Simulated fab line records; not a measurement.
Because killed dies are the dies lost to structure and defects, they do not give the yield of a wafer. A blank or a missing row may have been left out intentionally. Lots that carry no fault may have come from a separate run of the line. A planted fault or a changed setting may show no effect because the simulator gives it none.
Which tool was responsible?    flow sky130    Sampling: 13 lots, 39 wafers, 4 of 708 route steps

== WHAT THE GAUGES SHOWED, per wafer ==
SKY_CAP2M_OVL_MEAS_12. Usual: CAP2M_OVL gives -0.3 nm (standard deviation 1.3).
lot   measured      on          CAP2M_OVL (nm)  flag
L594  day 41 02:05  overlay-01  1.5 1.6 1.3     
L596  day 41 12:59  overlay-02  -0.6 0.7 -1.2   
L597  day 41 22:11  overlay-01  -2.2 -0.6 -0.3  
L599  day 42 17:17  overlay-01  2.4 0.5 2.0     
L598  day 42 17:34  overlay-02  -1.4 -1.3 -2.0  
L601  day 43 11:48  overlay-02  1.7 1.4 -0.2    
L602  day 43 18:54  overlay-01  -0.2 -0.7 0.1   
L603  day 43 20:16  overlay-02  -1.6 -2.5 -1.1  
L605  day 44 05:52  overlay-01  -0.7 -1.0 -0.4  
L606  day 44 11:59  overlay-02  -0.3 -0.5 -1.9  
L607  day 44 18:06  overlay-01  -0.1 0.8 0.7    
L616  day 47 00:51  overlay-02  0.8 1.1 1.1     
L617  day 47 04:49  overlay-01  -1.7 -1.1 -0.5  

== WHICH TOOL RAN EACH LOT (tool, then ch and the chambers of the sampled wafers, then the start) ==
lot   SKY_VIA2_SPUTTER_20           SKY_METAL3_SPUTTER_03         SKY_CAPM_CLEAN_16
L594  pvd_sputter-01, day 36 16:07  pvd_sputter-01, day 36 16:53  wet_bench-04 ch 0, day 37 19:53
L596  pvd_sputter-01, day 37 03:28  pvd_sputter-03, day 37 04:14  wet_bench-04 ch 3, day 38 07:18
L597  pvd_sputter-02, day 37 13:21  pvd_sputter-04, day 37 14:07  wet_bench-02 ch 3, day 38 16:26
L599  pvd_sputter-04, day 38 10:23  pvd_sputter-01, day 38 11:08  wet_bench-04 ch 2, day 39 12:04
L598  pvd_sputter-01, day 38 12:33  pvd_sputter-03, day 38 13:19  wet_bench-04 ch 1, day 39 13:56
L601  pvd_sputter-01, day 39 05:53  pvd_sputter-03, day 39 06:42  wet_bench-04 ch 2, day 40 08:10
L602  pvd_sputter-02, day 39 14:44  pvd_sputter-04, day 39 15:30  wet_bench-01 ch 3, day 40 16:22
L603  pvd_sputter-04, day 39 16:32  pvd_sputter-01, day 39 17:17  wet_bench-01 ch 0, day 40 17:29
L605  pvd_sputter-01, day 40 00:52  pvd_sputter-03, day 40 01:38  wet_bench-04 ch 2, day 41 02:41
L606  pvd_sputter-02, day 40 08:52  pvd_sputter-04, day 40 09:40  wet_bench-04 ch 0, day 41 10:47
L607  pvd_sputter-04, day 40 14:19  pvd_sputter-01, day 40 15:04  wet_bench-04 ch 1, day 41 15:30
L616  pvd_sputter-02, day 43 03:49  pvd_sputter-03, day 43 04:35  wet_bench-02 ch 3, day 44 03:56
L617  pvd_sputter-04, day 43 09:29  pvd_sputter-01, day 43 10:14  wet_bench-02 ch 0, day 44 10:35
- SKY_VIA2_SPUTTER_20: material TiN, target thk 20 nm, time 80 s.
- SKY_METAL3_SPUTTER_03: material Ti, target thk 5 nm, time 3.3 s.
- SKY_CAPM_CLEAN_16: cleans in IPA, time 180 s.

== WHAT THE TOOLS THEMSELVES READ (means of the sampled wafers that have a number; where no wafer has one, the mark that the record gives instead) ==
SKY_VIA2_SPUTTER_20. Usual: 29.4 % for throttle_valve_pct, sd 1.2.
lot   tool            throttle_valve_pct (%)  flag
L594  pvd_sputter-01  29.3                    
L596  pvd_sputter-01  28.4                    
L597  pvd_sputter-02  30.1                    
L599  pvd_sputter-04  29.2                    
L598  pvd_sputter-01  29.8                    
L601  pvd_sputter-01  29.1                    
L602  pvd_sputter-02  29.5                    
L603  pvd_sputter-04  29.3                    
L605  pvd_sputter-01  29.2                    
L606  pvd_sputter-02  30.5                    
L607  pvd_sputter-04  29.8                    
L616  pvd_sputter-02  30.4                    
L617  pvd_sputter-04  29.7                    

SKY_METAL3_SPUTTER_03. Usual: 29.5 % for throttle_valve_pct, sd 0.95.
lot   tool            throttle_valve_pct (%)  flag
L594  pvd_sputter-01  29.2                    
L596  pvd_sputter-03  29.8                    
L597  pvd_sputter-04  29.7                    
L599  pvd_sputter-01  29.7                    
L598  pvd_sputter-03  30.9                    
L601  pvd_sputter-03  29.9                    
L602  pvd_sputter-04  29.2                    
L603  pvd_sputter-01  29.0                    
L605  pvd_sputter-03  29.9                    
L606  pvd_sputter-04  29.0                    
L607  pvd_sputter-01  29.0                    
L616  pvd_sputter-03  29.9                    
L617  pvd_sputter-01  28.9                    

== THE ANSWER, worked out from the rows above alone ==
Rule: a lot is off if the mean of its wafers that have a number lies more than 3 standard deviations from the usual mean. Also off: a lot with no number at a reading for which 4 or more lots have one. The other lots that the step has rows for count as sound. Order of review: gauges by route order, followed by the tools' own readings, for which a lot's mean as printed above is used. The first step at which some lot is off is used, and at that step the reading that is off furthest; a lot without a number counts as furthest.
Nothing can be told from this: no lot is off at any reading shown.

== WHAT WAS PUT IN BY THE SIMULATOR ==
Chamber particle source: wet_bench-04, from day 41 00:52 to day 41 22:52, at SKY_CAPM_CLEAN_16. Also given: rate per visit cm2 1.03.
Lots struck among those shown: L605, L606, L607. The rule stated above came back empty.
